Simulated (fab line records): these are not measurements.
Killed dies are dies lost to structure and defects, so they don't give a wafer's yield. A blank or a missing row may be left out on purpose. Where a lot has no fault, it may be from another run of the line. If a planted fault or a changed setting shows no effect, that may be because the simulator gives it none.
Code-filled problem report in 8D (eight disciplines) form | flow gf180mcu | the parts of the form that need people (team, actions taken, sign-off) are left out

== 1. PROBLEM STATEMENT ==
Across 9 wafers from 3 lots, V1_CVD_02_THK at GF_V1_THK_MEAS_03 averages 937 nm, while fault-free wafers read 846 nm with a standard deviation of 13. That is +7.0 standard deviations from the usual mean.
First observed at day 24 13:10: wafer L658.3, on film-metro-04. The record holds 36 wafers of 12 lots with a number at this step. The rule behind "out" and "out of limits": a value lying over 4 standard deviations away from the usual mean. The other wafers with a number count as sound.

== 2. WHAT IT IS, AND WHAT IT ISN'T ==
question                    | is                                          | is not
which readings at this step | V1_CVD_02_THK                               | -
which lots                  | L658, L659, L660                            | L638, L641, L642, L644, L645, L646, L649, L657, L661
which wafers of those lots  | all that have a number                      | -
read on which gauges        | film-metro-02, film-metro-03, film-metro-04 | -
when                        | from day 24 13:10                           | up to then (24 sound wafers); but 3 sound wafers of L661 came after

== 3. SUSPECTS, AND WHAT RULES EACH OUT ==
Counting: any tool at a process step up to the reading is kept as a suspect provided that every lot that is out went through it and no sound lot did after the first of them.
- the gauge at GF_V1_THK_MEAS_03 is ruled out. 3 gauges (film-metro-02, film-metro-03, film-metro-04) read the wafers that are out.
- pecvd-02 at GF_V1_CVD_02 (deposits SiO2 from TEOS, target thk 850 nm, time 94.851 s): kept. Every lot that is out went through it, starting with L658 (day 24 13:04), and after that it ran no sound lot; the last sound lot it ran before then is L649 (day 21 10:22). Its own rf-fwd-power-W readings are out on those wafers.
Left after counting: pecvd-02 at GF_V1_CVD_02.

== 4. THE CAUSE (what the simulator had put in) ==
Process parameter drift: pecvd-02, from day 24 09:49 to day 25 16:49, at GF_V1_CVD_02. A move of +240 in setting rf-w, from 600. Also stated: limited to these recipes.
Counting left only this tool.

== 5. THE EFFECT CHAIN, in route order ==
One row per reading whose mean, taken over the struck wafers that have a number, lies over 3 standard deviations from the usual. Readings are gone through only where the record gives a usual standard deviation; hours: the median, over the lots, of the time from a lot's start at the first step in this table giving one to that lot's start at this step; sigmas: the change measured in usual standard deviations.
hours | step              | reading            | usual   | on struck wafers | change | sigmas
0     | GF_V1_CVD_02      | rf-fwd-power-W     | 596.0 W | 835.5            | +239.5 | +99 or more
0     | GF_V1_THK_MEAS_03 | V1_CVD_02_THK      | 846 nm  | 937              | +91    | +7.0
0     | GF_V1_CMP_04      | time-to-endpoint-s | 77 s    | 114              | +37    | +6.1
Process steps it contains:
- GF_V1_CVD_02: deposits SiO2 from TEOS, target thk 850 nm, time 94.851 s.
- GF_V1_CMP_04: polishes SiO2.
Later steps that measure or inspect, where all struck wafers having a row at the step show a number for every such reading and not one has moved that far: GF_V1_OVL_MEAS_15.

== 6. WHAT WOULD HAVE CAUGHT IT SOONER ==
The first out-of-limits reading at a measuring or inspecting step in this record came at day 24 13:10, 3 hours after the fault's start at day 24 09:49.
At GF_V1_CVD_02, the tool's own readings (rf-fwd-power-W) were out on each struck wafer the step has a row for, so an alarm limit on them would have fired on the first such wafer.
Lots out: 3; of these, L659, L660 started GF_V1_CVD_02 on pecvd-02 after day 24 13:10. A hold on the tool at that time would have spared those 2.
